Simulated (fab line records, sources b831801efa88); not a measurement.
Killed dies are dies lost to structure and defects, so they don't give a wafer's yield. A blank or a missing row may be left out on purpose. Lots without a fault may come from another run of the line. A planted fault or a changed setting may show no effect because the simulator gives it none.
One fault seen from 2 desks | flow gf180mcu | each desk has only its own numbers; what lay behind them comes last

THE METROLOGY DESK
What the gauges read, lot by lot, whatever tool the lot ran on: means of the sampled wafers that have a number. A lot is out of limits, marked OUT, if its mean lies more than 4 standard deviations from the usual mean; the brackets give that distance.
Columns: A = MVPSD_RS at GF_VT_IMPLANT_RS_MEAS_49, usual 1169 ohm/sq; B = V2_W_RS at GF_V2_RS_MEAS_24, usual 0.328 ohm/sq
lot  | first seen here | A              | B
L533 | day 7 19:57     | 1167           | 0.329
L534 | day 8 03:40     | 1168           | 0.324
L535 | day 8 09:08     | 1170           | 0.327
L537 | day 9 00:44     | 1166           | 0.328
L539 | day 9 13:11     | 1168           | 0.329
L544 | day 10 23:55    | 1211 (+13) OUT | 0.323
L545 | day 11 05:19    | 1167           | 0.328
L546 | day 11 13:08    | 1212 (+13) OUT | 0.325
L547 | day 11 19:44    | 1166           | 0.331
L550 | day 12 17:04    | 1174           | 0.328
L554 | day 13 17:08    | 1167           | 0.328
L555 | day 14 05:37    | 1168           | 0.329
This desk's finding: out of limits on L544, L546; first on L544, day 10 23:55 (MVPSD_RS at GF_VT_IMPLANT_RS_MEAS_49). In limits: L533, L534, L535, L537, L539, L545, L547, L550, L554, L555.

THE TOOL OWNER'S DESK: implanter-04
The tool's own readings at GF_MVPSD_IMPLANT_09: means of the sampled wafers that have a number, for each lot that ran on this tool. A lot is out of limits, marked OUT, if its mean lies more than 4 standard deviations from the usual mean; the brackets give that distance.
Columns: A = dose_ions_cm2 at GF_MVPSD_IMPLANT_09, usual 4.999e+12; B = faraday_current_uA at GF_MVPSD_IMPLANT_09, usual 28.2
lot  | first seen here | A                           | B
L533 | day 5 06:07     | 5.000e+12                   | 28.5
L535 | day 5 17:56     | 4.999e+12                   | 27.8
L537 | day 6 07:49     | 5.001e+12                   | 28.0
L544 | day 8 01:44     | 4.084e+12 (-99 or more) OUT | 22.7 (-10) OUT
L546 | day 8 12:36     | 4.082e+12 (-99 or more) OUT | 22.9 (-10) OUT
L555 | day 10 22:54    | 4.994e+12                   | 27.9
This desk's finding: out of limits on L544, L546; first on L544, day 8 01:44 (dose_ions_cm2 at GF_MVPSD_IMPLANT_09). In limits: L533, L535, L537, L555.

PUT TOGETHER
The tool owner's desk could have raised an alarm at day 8 01:44, on L544, L546.
The metrology desk could have raised an alarm at day 10 23:55, on L544, L546.
Of the lots named, all ran GF_MVPSD_IMPLANT_09 on implanter-04.

WHAT THE SIMULATOR HAD PUT IN
Process parameter drift: implanter-04, from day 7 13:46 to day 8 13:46, at GF_MVPSD_IMPLANT_09. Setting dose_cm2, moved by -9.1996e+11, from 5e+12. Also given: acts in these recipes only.
Lots struck among those shown: L544, L546.
Hours from the fault's start to each desk's first reading out of limits: the tool owner's desk, 12; the metrology desk, 82.
